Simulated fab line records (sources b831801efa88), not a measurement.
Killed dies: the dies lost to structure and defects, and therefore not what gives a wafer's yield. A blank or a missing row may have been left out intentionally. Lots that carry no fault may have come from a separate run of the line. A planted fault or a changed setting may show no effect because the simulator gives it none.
2 desks, one fault || flow gf180mcu || numbers are kept per desk, each desk with only its own; the story behind them comes last

## AT THE TOOL OWNER'S DESK: implanter-02
The tool's own readings at GF_HV_LDD_IMPLANT_36: means of the sampled wafers that have a number, for each lot that ran on this tool. If a lot's mean is further than 4 standard deviations from the usual mean, the lot is out of limits and carries the mark OUT (the distance appears in the brackets).
Columns: A = dose_ions_cm2 at GF_HV_LDD_IMPLANT_36, usual 7.5e+12; B = faraday_current_uA at GF_HV_LDD_IMPLANT_36, usual 42.5
{"lot": "L872", "first seen here": "day 12 06:53", "A": 7.5e+12, "B": 42.3}
{"lot": "L881", "first seen here": "day 15 04:00", "A": 7.5e+12, "B": 43.0}
{"lot": "L882", "first seen here": "day 15 07:23", "A": "1.4e+13 (+99 or more) OUT", "B": "80.4 (+52) OUT"}
{"lot": "L884", "first seen here": "day 16 03:06", "A": "1.4e+13 (+99 or more) OUT", "B": "80.4 (+52) OUT"}
{"lot": "L892", "first seen here": "day 18 21:15", "A": 7.5e+12, "B": 42.0}
{"lot": "L893", "first seen here": "day 18 23:04", "A": 7.5e+12, "B": 42.7}
This desk's finding: out of limits on L882, L884; first on L882, day 15 07:23 (dose_ions_cm2 at GF_HV_LDD_IMPLANT_36). L872, L881, L892, L893: within limits.

## THE METROLOGY DESK
What the gauges read for every lot (on any tool): the sampled wafers with a number, averaged. If a lot's mean is further than 4 standard deviations from the usual mean, the lot is out of limits and carries the mark OUT (the distance appears in the brackets).
Columns: A = HV_LDD_3_TW at GF_HV_LDD_TW_MEAS_38, usual 1449; B = cd_nm at GF_HV_LDD_CD_MEAS_46, usual 399.8 nm; C = HV_LDD_RS at GF_HV_LDD_RS_MEAS_53, usual 418.7 ohm/sq
{"lot": "L871", "first seen here": "day 11 22:15", "A": 1429, "B": 398.9, "C": 416.5}
{"lot": "L872", "first seen here": "day 12 07:07", "A": 1471, "B": 404.6, "C": 419.2}
{"lot": "L873", "first seen here": "day 12 18:01", "A": 1468, "B": 399.5, "C": 418.4}
{"lot": "L875", "first seen here": "day 13 10:03", "A": 1471, "B": 399.8, "C": 419.1}
{"lot": "L876", "first seen here": "day 13 17:25", "A": 1438, "B": 403.0, "C": 418.9}
{"lot": "L881", "first seen here": "day 15 04:14", "A": 1463, "B": 398.7, "C": 419.4}
{"lot": "L882", "first seen here": "day 15 07:36", "A": 1533, "B": 398.1, "C": "402.5 (-17) OUT"}
{"lot": "L883", "first seen here": "day 15 19:56", "A": 1429, "B": 396.1, "C": 418.6}
{"lot": "L884", "first seen here": "day 16 03:21", "A": "1585 (+6.2) OUT", "B": 399.5, "C": "402.0 (-17) OUT"}
{"lot": "L890", "first seen here": "day 18 00:26", "A": 1484, "B": 399.7, "C": 417.7}
{"lot": "L892", "first seen here": "day 18 21:30", "A": 1441, "B": 402.1, "C": 419.6}
{"lot": "L893", "first seen here": "day 18 23:17", "A": 1436, "B": 398.7, "C": 419.2}
This desk finds L882, L884 out of limits, with the earliest case on L884 at day 16 03:21 (HV_LDD_3_TW at GF_HV_LDD_TW_MEAS_38). L871, L872, L873, L875, L876, L881, L883, L890, L892, L893: within limits.

## BROUGHT TOGETHER
On L882, L884, at day 15 07:23, an alarm was possible from the tool owner's desk.
Metrology desk: alarm possible at day 16 03:21 on L882, L884.
All the named lots went through GF_HV_LDD_IMPLANT_36 on implanter-02.

## WHAT WAS PUT IN BY THE SIMULATOR
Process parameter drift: implanter-02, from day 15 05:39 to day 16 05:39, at GF_HV_LDD_IMPLANT_36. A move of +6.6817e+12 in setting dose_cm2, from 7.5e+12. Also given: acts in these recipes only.
Struck lots among those shown: L882, L884.
Delay (hours) between the fault's onset and each desk's first out-of-limits reading: 2 at the tool owner's desk, 22 at the metrology desk.
